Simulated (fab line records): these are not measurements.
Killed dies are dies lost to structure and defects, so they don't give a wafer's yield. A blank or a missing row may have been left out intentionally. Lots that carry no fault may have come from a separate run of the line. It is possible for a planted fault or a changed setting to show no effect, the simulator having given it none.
Problem report in the 8D (eight disciplines) form, filled by code / flow gf180mcu / the parts of the form that need people (team, actions taken, sign-off) are left out

== 1. WHAT WENT WRONG ==
Wafers without a fault read 259.9 nm, standard deviation 1.1; cd_nm at GF_V5_CD_MEAS_14 reads a mean of 240.4 nm on 6 wafers belonging to 2 lots. Measured from the usual mean, that is -18 standard deviations.
The step: target cd 260 nm.
Seen first at day 31 17:38 on cd_sem-01, wafer L871.1. The record holds 36 wafers of 12 lots with a number at this step. The rule behind "out" and "out of limits": a value lying over 4 standard deviations away from the usual mean. All remaining wafers that have a number are taken as sound.

== 2. WHAT IT IS AND WHAT IT IS NOT ==
question=which readings at this step | is=cd_nm | is not=-
question=which lots | is=L871, L874 | is not=L856, L857, L858, L859, L860, L862, L864, L865, L872, L876
question=which wafers of those lots | is=all that have a number | is not=-
question=read on which gauges | is=cd_sem-01, cd_sem-02 | is not=-
question=when | is=from day 31 17:38 | is not=up to then (24 sound wafers); but 6 sound wafers of L872, L876 came after

== 3. THE SUSPECTS, EACH WITH WHAT RULES IT OUT ==
Counting: any tool at a process step up to the reading is kept as a suspect provided that every lot that is out went through it and no sound lot did after the first of them.
- the gauge at GF_V5_CD_MEAS_14 has been ruled out. The wafers that are out were read on 2 gauges (cd_sem-01, cd_sem-02).
- litho_track-04 at GF_V5_PEB_12 (peb time 90 s): kept. Every lot that is out went through it, starting with L871 (day 31 17:17), and after that it ran no sound lot; the last sound lot it ran before then is L865 (day 30 04:35). On those wafers its own readings are out: heater_power_total_W, plate_temp_C.
After counting, what remains is litho_track-04 at GF_V5_PEB_12.

== 4. THE CAUSE (what the simulator had put in) ==
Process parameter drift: litho_track-04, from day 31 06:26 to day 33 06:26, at GF_V5_PEB_12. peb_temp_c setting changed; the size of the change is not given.
Counting left only this tool.

== 5. THE CHAIN OF EFFECTS, in route order ==
One row per reading whose mean, taken over the struck wafers that have a number, lies over 3 standard deviations from the usual. Readings are gone through only where the record gives a usual standard deviation; hours: the median, over the lots, of the time from a lot's start at the first step in this table giving one to that lot's start at this step; sigmas: the change measured in usual standard deviations.
hours=0; step=GF_V5_PEB_12; reading=heater_power_total_W; usual=85.70 W; on struck wafers=81.06; change=-4.64; sigmas=-52
hours=0; step=GF_V5_PEB_12; reading=plate_temp_C; usual=135.00 C; on struck wafers=129.35; change=-5.65; sigmas=-40
hours=0; step=GF_V5_CD_MEAS_14; reading=cd_nm; usual=259.9 nm; on struck wafers=240.4; change=-19.5; sigmas=-18
It contains these process steps:
- GF_V5_PEB_12: peb time 90 s.

== 6. WHAT WOULD HAVE CAUGHT IT SOONER ==
The first out-of-limits reading at a measuring or inspecting step in this record came at day 31 17:38, 11 hours after the fault's start at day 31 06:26.
At GF_V5_PEB_12, the tool's own readings (heater_power_total_W, plate_temp_C) were out on each struck wafer the step has a row for, so an alarm limit on them would have fired on the first such wafer.
Of the lots that are out (2), L874 began GF_V5_PEB_12 on litho_track-04 after day 31 17:38. A tool hold placed at that time would have kept it from harm.
